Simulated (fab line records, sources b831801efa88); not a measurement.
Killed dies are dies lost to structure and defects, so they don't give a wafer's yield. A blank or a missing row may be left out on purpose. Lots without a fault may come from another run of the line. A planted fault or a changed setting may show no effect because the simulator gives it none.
A struck lot beside a sound one | flow sky130 | 13 steps out of a route of 708
Sound: wafers L688.1, L688.3, L688.4. Struck: wafers L703.2, L703.3, L703.4. The cause comes at the end.
At each step with rows: each side's tool, then ch and its chambers, then its first start. Under that, the readings that differ: sound wafers | struck wafers | difference of the means | sigmas: that difference in standard deviations of wafers without a fault.
alike: readings whose means differ by less than 2 such deviations, and words and numbers that are the same on both sides. not compared: withheld readings, readings that some wafer has no value for, bounds like >300 that may hide the same value, and numbers for which the record gives no deviation and whose values overlap.
The two part at a step that has a row with sigmas, a row that says differs or no value, or rows on one side only. Numbers that don't overlap but have no deviation are shown without sigmas and don't part them. A reading that every wafer of one side lacks parts them only if that side has two wafers or more.

SKY_FIELD_ISO_BOW_MEAS_00:
  sound on film_metro-02, day 2 06:00; struck on film_metro-01, day 5 09:01
  alike: INCOMING_BOW
then, 1 step without rows for these wafers: SKY_FIELD_ISO_OXIDATION_01 (stabilise 600 s, purge 300 s, target thk 12 nm).
SKY_FIELD_ISO_THK_MEAS_02:
  sound on film_metro-04, day 2 09:42; struck on film_metro-02, day 5 12:04
  alike: FIELD_ISO_OXIDATION_00_THK
then, 1 step without rows for these wafers: SKY_FIELD_ISO_CVD_03 (deposits Si3N4 from DCS/NH3, target thk 165 nm, time 2830 s).
SKY_FIELD_ISO_THK_MEAS_04:
  sound on film_metro-01, day 2 13:37; struck on film_metro-04, day 5 13:55
  alike: FIELD_ISO_CVD_03_THK
then, 5 steps without rows for these wafers: SKY_FIELD_ISO_DEHYDRATE_05 (time 60 s); SKY_FIELD_ISO_HMDS_06 (prime time 60 s); SKY_FIELD_ISO_COAT_07 (resist thk 60 nm); SKY_FIELD_ISO_COAT_08 (resist thk 450 nm); SKY_FIELD_ISO_SOFTBAKE_09 (time 90 s).
SKY_FIELD_ISO_EXPOSE_10: exposes mask FOM, target cd 150 nm.
  sound on krf_scanner-01 ch 0, day 2 22:10; struck on krf_scanner-01 ch 0, day 5 23:22
  reading                           | sound                | struck            | difference | sigmas
  model.FIELD_ISO.overlay_x_nm (nm) | -2.058 -2.058 -2.058 | 22.89 22.89 22.89 | +24.95     |
  alike: mask
then, 1 step without rows for these wafers: SKY_FIELD_ISO_PEB_11.
-- the record jumps here: 44 days lie between the struck wafers' starts before and after (it left off in module FIELD_ISO and takes up again in module PAD_OPEN, whose first step shown is number 708 of the route) --
SKY_PAD_OPEN_PROBE_99:
  sound on prober-01, day 47 03:59; struck on prober-01, day 50 06:20
  reading                          | sound                        | struck                        | difference | sigmas
  model.etest.nfet_16v.r_on_ohm_um | 1.428e+04 1.43e+04 1.407e+04 | 1.394e+04 1.381e+04 1.386e+04 | -3.467e+02 |
  alike: killed_at_M0_to_M3, killed_at_M4_up, killed_at_contacts, killed_at_front_end, killed_at_other, killed_dies, killed_open, killed_short

WHERE THEY PART
Nowhere in this record.

WHY: what the simulator had put in
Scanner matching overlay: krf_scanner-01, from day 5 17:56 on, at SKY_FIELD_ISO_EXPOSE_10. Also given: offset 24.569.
